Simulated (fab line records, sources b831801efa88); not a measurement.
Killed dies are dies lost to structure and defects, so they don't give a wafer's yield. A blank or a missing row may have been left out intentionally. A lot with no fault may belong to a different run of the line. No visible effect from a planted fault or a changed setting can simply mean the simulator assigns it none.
Problem report in the 8D (eight disciplines) form, filled by code -- flow sky130 -- the parts of the form that need people (team, actions taken, sign-off) are left out

== 1. WHAT WENT WRONG ==
Across 6 wafers from 2 lots, SONOS_ONO_OXIDATION_THK at SKY_SONOS_ONO_THK_MEAS_01 averages 2.99 nm, while fault-free wafers read 2.57 nm with a standard deviation of 0.056. Relative to the usual mean, that is a shift of +7.5 standard deviations.
Seen first at day 17 12:28 on film_metro-02, wafer L340.1. The record holds 39 wafers of 13 lots with a number at this step. Rule for "out" (also "out of limits"): further than 4 standard deviations from the usual mean. Any other wafer with a number is counted as sound.

== 2. WHAT IT IS; WHAT IT IS NOT ==
question,is,is not
which readings at this step,SONOS_ONO_OXIDATION_THK,-
which lots,"L340, L341","L324, L325, L326, L327, L328, L329, L330, L331, L332, L336, L347"
which wafers of those lots,all that have a number,-
read on which gauges,"film_metro-02, film_metro-03",film_metro-01
when,from day 17 12:28,up to then (30 sound wafers); but 3 sound wafers of L347 came after

== 3. THE SUSPECTS, EACH WITH WHAT RULES IT OUT ==
Counting: any tool at a process step up to the reading is kept as a suspect provided that every lot that is out went through it and no sound lot did after the first of them.
- ruled out: the gauge at SKY_SONOS_ONO_THK_MEAS_01. 2 gauges (film_metro-02, film_metro-03) read the wafers that are out.
- furnace-02 at SKY_SONOS_ONO_OXIDATION_00 (stabilise 600 s, purge 300 s, target thk 2.6 nm): kept. It ran every lot that is out, first L340 (day 17 11:08), and no sound lot after that; its last sound lot up to then is L329 (day 13 03:01).
After counting, what remains is furnace-02 at SKY_SONOS_ONO_OXIDATION_00.

== 4. THE CAUSE (what the simulator had put in) ==
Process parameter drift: furnace-02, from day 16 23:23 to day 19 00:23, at SKY_SONOS_ONO_OXIDATION_00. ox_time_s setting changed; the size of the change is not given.
This tool alone remained once counting was done.

== 5. SEQUENCE OF EFFECTS, ordered by route ==
Rows list readings where the struck wafers' mean (over those with a number) sits beyond 3 standard deviations from the usual. Readings are gone through only where the record gives a usual standard deviation; hours: the median, over the lots, of the time from a lot's start at the first step in this table giving one to that lot's start at this step; sigmas: the change measured in usual standard deviations.
hours,step,reading,usual,on struck wafers,change,sigmas
0,SKY_SONOS_ONO_THK_MEAS_01,SONOS_ONO_OXIDATION_THK,2.57 nm,2.99,+0.42,+7.5
Later measuring or inspecting steps at which every struck wafer that the step has a row for has a number for every such reading, and none has moved that far: SKY_LDD_HVN_OVL_MEAS_07, SKY_LDD_HVP_OVL_MEAS_07.

== 6. HOW IT WOULD HAVE BEEN CAUGHT EARLIER ==
13 hours passed between the start of the fault at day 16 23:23 and the first reading out of limits at a measuring or inspecting step in this record, taken at day 17 12:28.
An alarm limit of 4 standard deviations would not have fired on the tool readings at SKY_SONOS_ONO_OXIDATION_00 for which the record gives a usual standard deviation, since none of them was out on any struck wafer.
Among the 2 lots that are out, L341 began SKY_SONOS_ONO_OXIDATION_00 on furnace-02 after day 17 12:28. It would have been spared by a hold on the tool at that moment.
